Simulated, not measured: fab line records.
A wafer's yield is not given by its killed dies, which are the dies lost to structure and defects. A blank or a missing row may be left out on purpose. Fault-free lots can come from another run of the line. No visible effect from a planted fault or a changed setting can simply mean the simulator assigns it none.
Matching of chambers :: flow sky130 :: rie diel-03 running SKY_FIELD_ISO_ETCH_14: 4 sister chambers
The step etches BARC in N2/H2, stops on SiO2, time 45.9 s, target depth 60 nm. 16 wafers are shown with their chamber, then 8 later ones without.

WAFERS, EACH WITH ITS CHAMBER
wafer: L078.1
chamber: 0
drypump motor current A (A): 5.8
oes product au (a.u.): 0.856
throttle valve pct (%): 13.216

wafer: L078.2
chamber: 1
drypump motor current A (A): 5.0
oes product au (a.u.): 0.855
throttle valve pct (%): 13.218

wafer: L078.3
chamber: 3
drypump motor current A (A): 6.5
oes product au (a.u.): 0.846
throttle valve pct (%): 13.235

wafer: L079.2
chamber: 0
drypump motor current A (A): 5.8
oes product au (a.u.): 0.847
throttle valve pct (%): 13.249

wafer: L079.3
chamber: 3
drypump motor current A (A): 6.5
oes product au (a.u.): 0.851
throttle valve pct (%): 13.234

wafer: L079.6
chamber: 1
drypump motor current A (A): 5.0
oes product au (a.u.): 0.851
throttle valve pct (%): 13.237

wafer: L080.1
chamber: 3
drypump motor current A (A): 6.5
oes product au (a.u.): 0.852
throttle valve pct (%): 13.230

wafer: L080.3
chamber: 2
drypump motor current A (A): 6.0
oes product au (a.u.): 0.859
throttle valve pct (%): 13.218

wafer: L080.6
chamber: 2
drypump motor current A (A): 6.0
oes product au (a.u.): 0.852
throttle valve pct (%): 13.227

wafer: L086.1
chamber: 0
drypump motor current A (A): 5.8
oes product au (a.u.): 0.858
throttle valve pct (%): 13.218

wafer: L086.2
chamber: 3
drypump motor current A (A): 6.5
oes product au (a.u.): 0.854
throttle valve pct (%): 13.221

wafer: L086.5
chamber: 1
drypump motor current A (A): 4.9
oes product au (a.u.): 0.859
throttle valve pct (%): 13.233

wafer: L087.3
chamber: 3
drypump motor current A (A): 6.5
oes product au (a.u.): 0.842
throttle valve pct (%): 13.223

wafer: L087.4
chamber: 1
drypump motor current A (A): 5.0
oes product au (a.u.): 0.847
throttle valve pct (%): 13.231

wafer: L087.6
chamber: 0
drypump motor current A (A): 5.8
oes product au (a.u.): 0.849
throttle valve pct (%): 13.211

wafer: L089.4
chamber: 0
drypump motor current A (A): 5.8
oes product au (a.u.): 0.857
throttle valve pct (%): 13.232

SIGNATURES (means of the wafers above)
reading: drypump motor current A
chamber 0: 5.800
chamber 1: 4.975
chamber 2: 6.000
chamber 3: 6.500
scatter within a chamber: 0.025

reading: oes product au
chamber 0: 0.85340
chamber 1: 0.85300
chamber 2: 0.85550
chamber 3: 0.84900
scatter within a chamber: 0.00501

reading: throttle valve pct
chamber 0: 13.22520
chamber 1: 13.22975
chamber 2: 13.22250
chamber 3: 13.22860
scatter within a chamber: 0.0106
Rule: for each reading, subtract the chamber's mean from the wafer's reading, divide by that reading's scatter and square the result; add these up over the readings and take the root, which gives the wafer's distance from the chamber. If the next closest chamber is less than 2 further off than the closest, the wafer can't be placed; otherwise it belongs to the closest. The scatter: the root of (the sum of the squares of (reading less its chamber's mean) over the shown wafers, divided by (wafers less chambers)).

WAFERS WHOSE CHAMBER IS MISSING
wafer: L089.5
drypump motor current A (A): 6.0
oes product au (a.u.): 0.859
throttle valve pct (%): 13.213

wafer: L089.6
drypump motor current A (A): 6.5
oes product au (a.u.): 0.860
throttle valve pct (%): 13.218

wafer: L090.1
drypump motor current A (A): 6.5
oes product au (a.u.): 0.858
throttle valve pct (%): 13.237

wafer: L090.5
drypump motor current A (A): 6.0
oes product au (a.u.): 0.859
throttle valve pct (%): 13.228

wafer: L090.6
drypump motor current A (A): 5.0
oes product au (a.u.): 0.855
throttle valve pct (%): 13.226

wafer: L097.3
drypump motor current A (A): 6.5
oes product au (a.u.): 0.861
throttle valve pct (%): 13.220

wafer: L097.4
drypump motor current A (A): 6.0
oes product au (a.u.): 0.851
throttle valve pct (%): 13.230

wafer: L097.6
drypump motor current A (A): 5.8
oes product au (a.u.): 0.859
throttle valve pct (%): 13.226

WHICH CHAMBER EACH ONE RAN IN
wafer: L089.5
from the rows above: 2
in truth: 2

wafer: L089.6
from the rows above: 3
in truth: 3

wafer: L090.1
from the rows above: 3
in truth: 3

wafer: L090.5
from the rows above: 2
in truth: 2

wafer: L090.6
from the rows above: 1
in truth: 1

wafer: L097.3
from the rows above: 3
in truth: 3

wafer: L097.4
from the rows above: 2
in truth: 2

wafer: L097.6
from the rows above: 0
in truth: 0
Placed correctly: 8 of 8. From these rows, 0 cannot be placed. Wrongly placed: 0.
